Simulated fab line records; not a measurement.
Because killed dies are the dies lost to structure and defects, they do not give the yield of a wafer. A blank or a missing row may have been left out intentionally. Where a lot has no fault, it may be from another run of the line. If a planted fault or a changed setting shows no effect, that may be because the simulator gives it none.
2 desks, one fault ; flow sfq-line ; each desk holds nothing but its own numbers, with what lay behind them at the end

DESK OF THE TOOL OWNER: pvd-sputter-04
The tool's own readings at SFQ_TRILAYER_M0_DEP_SPUTTER_019 (material Nb, target thk 200 nm, time 133.3 s): means of the sampled wafers that have a number, for each lot that ran on this tool. Marked OUT: a lot whose mean sits more than 4 standard deviations from the usual mean, which makes it out of limits; the brackets give that distance.
Columns: A = throttle-valve-pct at SFQ_TRILAYER_M0_DEP_SPUTTER_019, usual 30.2 %
lot;first seen here;A
L179;day 9 19:55;29.7
L181;day 10 02:31;30.9
L192;day 12 13:26;30.6
This desk found nothing out of limits on any of the 3 lots.

METROLOGY DESK
Means of the sampled wafers that have a number, per lot and without regard to the tool the lot ran on: this is what the gauges read. Marked OUT: a lot whose mean sits more than 4 standard deviations from the usual mean, which makes it out of limits; the brackets give that distance.
Columns: A = L0V_OVL at SFQ_L0V_OVL_MEAS_903, usual 1 nm; B = M0_NB_RS at SFQ_M0_RS_MEAS_904, usual 0.888 ohm/sq; C = M0_OVL at SFQ_M0_OVL_MEAS_906, usual -1 nm; D = I0_BOW at SFQ_I0_BOW_MEAS_907, usual 3 um; E = I0_OVL at SFQ_I0_OVL_MEAS_908, usual -3 nm; F = M8_BOW at SFQ_M8_BOW_MEAS_951, usual 10 um
lot;first seen here;A;B;C;D;E;F
L177;day 9 00:24;5;0.890;9;0;-4;10
L178;day 9 12:31;-3;0.895;-6;-3;-1;11
L179;day 9 18:58;5;0.887;-3;-4;-5;3
L181;day 10 00:58;-2;0.880;-10;-0;-3;-5
L192;day 12 12:31;-4;0.884;5;4;5;21
This desk found nothing out of limits on any of the 5 lots.

TAKEN TOGETHER
The desk of the tool owner found nothing out of limits.
Metrology desk: nothing out of limits seen.

WHAT WAS PUT IN BY THE SIMULATOR
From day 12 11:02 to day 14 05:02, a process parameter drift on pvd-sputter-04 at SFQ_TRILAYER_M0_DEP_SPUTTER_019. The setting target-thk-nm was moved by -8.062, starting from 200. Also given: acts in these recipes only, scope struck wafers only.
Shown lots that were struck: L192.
